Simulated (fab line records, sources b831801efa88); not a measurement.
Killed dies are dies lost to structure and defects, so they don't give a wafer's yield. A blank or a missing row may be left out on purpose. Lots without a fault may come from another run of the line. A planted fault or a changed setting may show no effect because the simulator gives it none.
Which tool did it? | flow sfq_line | 15 lots, 42 wafers sampled, at 2 steps of a route of 325

WHAT THE GAUGES READ, wafer by wafer
SFQ_C5_OVL_MEAS_937. Usual: C5_OVL -1 nm, standard deviation 6.7.
lot  | measured     | on         | C5_OVL (nm) | flag
L682 | day 68 09:54 | overlay-02 | 1 0 -2      |
L683 | day 70 02:52 | overlay-02 | -3 -4 1     |
L684 | day 70 05:17 | overlay-02 | 7 -1 0      |
L686 | day 70 13:48 | overlay-01 | 6 6 1       |
L687 | day 70 14:59 | overlay-01 | -8 -13 -5   |
L688 | day 70 16:12 | overlay-01 | -10 -11 -12 |
L691 | day 72 06:24 | overlay-02 | 6 9 5       |
L692 | day 72 21:46 | overlay-01 | -2 8 9      |
L693 | day 73 01:15 | overlay-01 | 3 3 -1      |
L698 | day 74 13:58 | overlay-02 | 4 -1        |
L699 | day 74 22:31 | overlay-02 | -5 -9       |
L701 | day 77 11:04 | overlay-02 | -1 -12      |
L703 | day 78 16:52 | overlay-02 | 0 -4 -8     |
L704 | day 78 18:31 | overlay-02 | 1 4 3       |
L705 | day 78 20:55 | overlay-02 | -7 -5 -4    |

WHICH TOOL RAN EACH LOT (tool, then ch and the chambers of the sampled wafers, then the start)
lot  | SFQ_TRILAYER_M2_ETCH_METAL_ETCH_060
L682 | rie_metal-01 ch 0,1, day 22 06:38
L683 | rie_metal-04 ch 0,1, day 22 19:50
L684 | rie_metal-01 ch 0,1, day 23 19:14
L686 | rie_metal-03 ch 0,1, day 24 19:11
L687 | rie_metal-01 ch 0,1, day 25 09:43
L688 | rie_metal-03 ch 0,1, day 25 19:19
L691 | rie_metal-01 ch 1, day 26 22:25
L692 | rie_metal-01 ch 0,1, day 27 15:34
L693 | rie_metal-03 ch 0,1, day 28 07:10
L698 | rie_metal-04 ch 0,1, day 30 05:40
L699 | rie_metal-03 ch 1, day 30 08:07
L701 | rie_metal-03 ch 0,1, day 30 20:02
L703 | rie_metal-03 ch 0,1, day 31 04:34
L704 | rie_metal-04 ch 0,1, day 31 06:58
L705 | rie_metal-01 ch 0,1, day 31 22:34
- SFQ_TRILAYER_M2_ETCH_METAL_ETCH_060: etches Nb in Cl2/Ar, stops on SiO2, target depth 240 nm, time 120 s.

WHAT THE TOOLS THEMSELVES READ (means of the sampled wafers that have a number; where no wafer has one, the mark that the record gives instead)
SFQ_TRILAYER_M2_ETCH_METAL_ETCH_060. Usual: chamber_pressure_mTorr 10.000 mTorr, standard deviation 0.0095; drypump_motor_current_A 5.6 A, standard deviation 0.56; oes_product_au 0.897 a.u., standard deviation 0.0085.
lot  | tool         | chamber_pressure_mTorr (mTorr) | drypump_motor_current_A (A) | oes_product_au (a.u.) | flag
L682 | rie_metal-01 | 9.992                          | 5.4                         | 0.900                 |
L683 | rie_metal-04 | 10.000                         | 5.9                         | 0.894                 |
L684 | rie_metal-01 | 9.994                          | 5.2                         | 0.900                 |
L686 | rie_metal-03 | 9.996                          | 6.0                         | 0.890                 |
L687 | rie_metal-01 | 10.009                         | 5.4                         | 0.902                 |
L688 | rie_metal-03 | 9.986                          | 6.0                         | 0.909                 |
L691 | rie_metal-01 | 9.995                          | 5.6                         | 0.901                 |
L692 | rie_metal-01 | 9.999                          | 5.2                         | 0.898                 |
L693 | rie_metal-03 | 10.003                         | 5.6                         | 0.891                 |
L698 | rie_metal-04 | 10.002                         | 6.0                         | 0.907                 |
L699 | rie_metal-03 | 9.988                          | 6.5                         | 0.897                 |
L701 | rie_metal-03 | 10.005                         | 5.8                         | 0.899                 |
L703 | rie_metal-03 | 9.999                          | 5.6                         | 0.890                 |
L704 | rie_metal-04 | 10.002                         | 6.0                         | 0.894                 |
L705 | rie_metal-01 | 10.010                         | 5.4                         | 0.893                 |

THE ANSWER, worked out from the rows above alone
Rule: a lot is off if the mean of its wafers that have a number lies more than 3 standard deviations from the usual mean. A lot without any number at a reading at which 4 lots or more have one is off too. The other lots that the step has rows for count as sound. The gauges are gone through in route order, then the tools' own readings, and for those a lot's mean is taken as printed above. The first step at which some lot is off is used, and at that step the reading that is off furthest; a lot without a number counts as furthest.
No lot is off at any reading shown: from this, nothing can be told.

WHAT THE SIMULATOR HAD PUT IN
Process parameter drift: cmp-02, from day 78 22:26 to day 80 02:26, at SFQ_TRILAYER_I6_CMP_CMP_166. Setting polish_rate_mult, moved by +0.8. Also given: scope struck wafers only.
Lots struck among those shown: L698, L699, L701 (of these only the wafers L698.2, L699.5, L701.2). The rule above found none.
